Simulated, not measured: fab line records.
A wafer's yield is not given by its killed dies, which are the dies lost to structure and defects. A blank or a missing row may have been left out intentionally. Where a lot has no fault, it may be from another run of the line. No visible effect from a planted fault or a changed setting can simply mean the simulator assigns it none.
A struck lot beside a sound one :: flow sky130 :: 18 steps out of a route of 708
Sound: these wafers, L970.2, L970.5, L970.6. The struck wafers were L966.2, L966.3, L966.6. The cause comes at the end.
Each step with rows lists, per side, the tool, then ch with its chambers, then its first start. Under that, the readings that differ: sound wafers :: struck wafers :: difference of the means :: sigmas: that difference in standard deviations of wafers without a fault.
alike: readings whose means differ by less than 2 such deviations, and words and numbers that are the same on both sides. not compared: withheld readings, readings that some wafer has no value for, bounds like >300 that may hide the same value, and numbers for which the record gives no deviation and whose values overlap.
Wherever a step has rows on one side only, a row that says differs or no value, or a row with sigmas, the two part there. Non-overlapping numbers with no deviation appear without sigmas and do not part them. Lack of a reading on every wafer of one side parts them only where that side has two or more wafers.

first, 1 step without rows for these wafers: SKY_FIELD_ISO_ANNEAL_26 (time 1800 s).
SKY_FIELD_ISO_CMP_27: polishes, stops on Si3N4, t overpolish 16 s, target thk 457.8 nm.
  sound on cmp-01 ch 0,1, day 5 02:01; struck on cmp-01 ch 1,2, day 4 15:49
reading: overpolishRunS (s)
sound: 16.026 16.008 16.001
struck: 15.998 15.974 15.995
difference: -0.023
sigmas: -2
  alike: motorCurrentA, timeToEndpointS
then, 5 steps without rows for these wafers: SKY_FIELD_ISO_WET_ETCH_28 (etches SiO2 in dHF, target depth 23.7 nm, time 47 s); SKY_FIELD_ISO_WET_ETCH_29 (etches Si3N4 in H3PO4, target depth 160 nm, time 1825 s); SKY_FIELD_ISO_WET_ETCH_30 (etches SiO2 in dHF, target depth 25 nm, time 50 s); SKY_NWELL_CLEAN_00 (cleans in SC1/SC2, time 150 s); SKY_NWELL_OXIDATION_01 (stabilise 600 s, purge 300 s, target thk 10 nm).
SKY_NWELL_THK_MEAS_02:
  sound on filmMetro-01 at day 5 08:13; struck on filmMetro-04 at day 4 23:40
  alike: NWELL_OXIDATION_THK
then, 4 steps without rows for these wafers: SKY_DNWELL_DEHYDRATE_00 (time 60 s); SKY_DNWELL_HMDS_01 (prime time 60 s); SKY_DNWELL_COAT_02 (resist thk 3000 nm); SKY_DNWELL_SOFTBAKE_03.
SKY_DNWELL_EXPOSE_04: exposes mask DNM, target cd 3000 nm.
  sound on ilineStepper-01 ch 0, day 5 17:33; struck on ilineStepper-02, day 5 07:58
  no value came back on the struck wafers for exposureDoseMJCm2, focusOffsetNm (nm); on the sound wafers exposureDoseMJCm2 reads 221.78 221.58 221.98
  alike: mask
then, 3 steps without rows for these wafers: SKY_DNWELL_PEB_05; SKY_DNWELL_DEVELOP_06 (develop time 60 s); SKY_DNWELL_IMPLANT_07.
SKY_DNWELL_STRIP_08: strips in O2/N2.
  sound on plasmaAsher-01 ch 0,1, day 6 02:01; struck on plasmaAsher-02 ch 0,1, day 5 16:10
  alike: drypumpMotorCurrentA, oesProductAu, stripTimeToEndpointS
  not compared: rfHoursCounterH
SKY_DNWELL_TW_MEAS_09:
  sound on filmMetro-04 at day 6 02:07; struck on filmMetro-04 at day 5 16:31
reading: DNWELL_TW
sound: 1102 1108 1105
struck: 30 30 30
difference: -1075
sigmas: -99 or more
  not compared: hold

== WHERE THEY PART ==
First at SKY_FIELD_ISO_CMP_27; last, within this record, at SKY_DNWELL_TW_MEAS_09.

WHY: what the simulator had put in
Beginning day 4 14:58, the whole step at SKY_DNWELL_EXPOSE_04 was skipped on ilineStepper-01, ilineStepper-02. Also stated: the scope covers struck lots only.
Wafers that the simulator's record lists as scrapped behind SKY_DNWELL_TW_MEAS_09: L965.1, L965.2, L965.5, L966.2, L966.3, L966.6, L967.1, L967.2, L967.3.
